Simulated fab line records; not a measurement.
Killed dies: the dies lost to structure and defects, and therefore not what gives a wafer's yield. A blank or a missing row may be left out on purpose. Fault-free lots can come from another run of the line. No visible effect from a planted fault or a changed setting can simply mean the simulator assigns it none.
Which tool was responsible?    flow sky130    at 1 step of a route of 708, 7 lots with 20 wafers sampled

== WHAT THE GAUGES SHOWED, per wafer ==
SKY_FIELD_ISO_THK_MEAS_02.
lot   measured     on             FIELD_ISO_OXIDATION_00_THK (nm)
L709  day 1 17:23  film-metro-04  11.87 11.89 12.00
L711  day 2 04:20  film-metro-02  11.81 12.01 11.98
L717  day 3 08:44  film-metro-02  11.83 11.94
L724  day 4 22:19  film-metro-04  11.67 11.71 11.67
L727  day 5 12:54  film-metro-04  12.12 11.90 11.99
L729  day 5 22:46  film-metro-01  12.01 12.23 12.19
L731  day 6 07:33  film-metro-02  12.47 12.30 12.41

== WHICH TOOL RAN EACH LOT (tool, then ch and the chambers of the sampled wafers, then the start) ==
Record: no process step prior to these readings.

== THE ANSWER, worked out from the rows above alone ==
Rule: the usual values come from the lots themselves. The widest of any qualifying gaps counts: lots, ordered by their means at a reading, are off when they make up no more than a third of the lots, leave a main group of 4 or more, and stand apart from it by 3 or more times the standard deviation of that group's means. A main group whose means are all the same, to the digits that the tables above print for the reading, isn't used. Also off: a lot with no number at a reading for which 4 or more lots have one. All remaining lots with rows at the step are treated as sound.
Nothing can be told from this: no lot is off at any reading shown.

== WHAT THE SIMULATOR HAD INSERTED ==
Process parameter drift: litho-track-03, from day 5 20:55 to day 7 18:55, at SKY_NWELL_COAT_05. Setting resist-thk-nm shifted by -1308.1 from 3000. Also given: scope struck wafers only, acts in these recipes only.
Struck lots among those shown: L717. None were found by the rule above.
